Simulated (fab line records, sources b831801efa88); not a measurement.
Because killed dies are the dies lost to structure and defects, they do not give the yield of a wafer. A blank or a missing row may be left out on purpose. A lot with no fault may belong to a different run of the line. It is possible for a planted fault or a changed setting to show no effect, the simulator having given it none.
Tool commonality check | flow gf180mcu | 13 lots, 39 wafers sampled

## WHAT PROMPTED THE OPENING
Of 13 lots, 3 have the reading HV_LDD_03_OVL flagged at GF_HV_LDD_OVL_MEAS_47. No-fault wafers: -0.3 nm, standard deviation 1.3.
Rule: a lot is flagged in two cases, either no wafer of it has a number, or all its wafers with numbers fall more than 4 standard deviations from that mean. As for the other lots, they are considered sound.

lot  | measured     | on         | HV_LDD_03_OVL (nm), wafer by wafer | flag
L129 | day 12 02:37 | overlay-02 | -2.5 -0.5 -1.8                     |
L130 | day 12 17:40 | overlay-01 | 1.1 1.1 1.2                        |
L131 | day 13 01:31 | overlay-01 | 0.8 1.2 -0.3                       |
L132 | day 13 05:19 | overlay-02 | -1.9 0.4 0.5                       |
L135 | day 14 03:48 | overlay-01 | 0.4 0.5 -1.8                       |
L136 | day 14 22:04 | overlay-02 | -2.6 -1.4 -0.7                     |
L137 | day 15 00:21 | overlay-01 | -1.4 -0.5 -2.1                     |
L138 | day 15 07:04 | overlay-02 | 0.7 0.2 0.2                        |
L141 | day 16 05:36 | overlay-02 | -0.7 0.4 1.6                       |
L145 | day 17 16:13 | overlay-01 | 177.3 175.2 177.8                  | FLAGGED
L146 | day 18 03:15 | overlay-01 | 178.9 178.4 178.3                  | FLAGGED
L147 | day 18 08:04 | overlay-02 | 176.4 176.8 176.9                  | FLAGGED
L148 | day 18 20:22 | overlay-01 | 0.0 -1.6 -1.6                      |
Averaged over the flagged lots the numbers come to 177.3 nm, +177.6 nm from the usual (+99 or more standard deviations).

## WHICH TOOL RAN EACH LOT
The record keeps 1 process step preceding the reading, out of 602 steps on the route. Cell contents, in order: the tool; ch with the chambers the sampled wafers went through; the start.
lot  | flag    | GF_HV_LDD_EXPOSE_43
L129 |         | iline stepper-01 ch 0, day 11 16:46
L130 |         | iline stepper-02 ch 0, day 12 08:29
L131 |         | iline stepper-02 ch 0, day 12 15:10
L132 |         | iline stepper-02 ch 0, day 12 19:33
L135 |         | iline stepper-01 ch 0, day 13 17:38
L136 |         | iline stepper-02 ch 0, day 14 11:14
L137 |         | iline stepper-01 ch 0, day 14 13:26
L138 |         | iline stepper-01 ch 0, day 14 20:29
L141 |         | iline stepper-01 ch 0, day 15 18:53
L145 | FLAGGED | iline stepper-02 ch 0, day 17 04:41
L146 | FLAGGED | iline stepper-02 ch 0, day 17 16:00
L147 | FLAGGED | iline stepper-02 ch 0, day 17 20:53
L148 |         | iline stepper-01 ch 0, day 18 08:31
What the steps here do:
- GF_HV_LDD_EXPOSE_43: exposes mask Pplus HV AREA, target cd 400 nm.
- GF_HV_LDD_OVL_MEAS_47

## FLAGGED AGAINST TOTAL, ONE TOOL AT A TIME (gauges that did the reading follow at the end)
step                  | tool             | lots run | flagged | share of the flagged lots | sound lots run after its first flagged lot
GF_HV_LDD_EXPOSE_43   | iline stepper-01 | 6        | 0       | none                      | -
GF_HV_LDD_EXPOSE_43   | iline stepper-02 | 7        | 3       | all                       | 0
GF_HV_LDD_OVL_MEAS_47 | overlay-01       | 7        | 2       | some                      | 1 (L148)
GF_HV_LDD_OVL_MEAS_47 | overlay-02       | 6        | 1       | some                      | 0

## WHAT THE TABLE ALLOWS
In the table, 1 row covers all flagged lots: iline stepper-02 at GF_HV_LDD_EXPOSE_43.
- iline stepper-02 at GF_HV_LDD_EXPOSE_43: 3 of its 7 lots flagged. A fault beginning between L136 (day 14 11:14), its last sound lot, and L145 (day 17 04:41), its first flagged one, fits the data.
Just one tool remains: iline stepper-02 at GF_HV_LDD_EXPOSE_43.

## WHAT WAS PUT IN BY THE SIMULATOR
Scanner matching overlay: iline stepper-02, from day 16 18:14 on, at GF_HV_LDD_EXPOSE_43. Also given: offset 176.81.
Struck lots among those shown: L145, L146, L147. The same result came from the rule above.
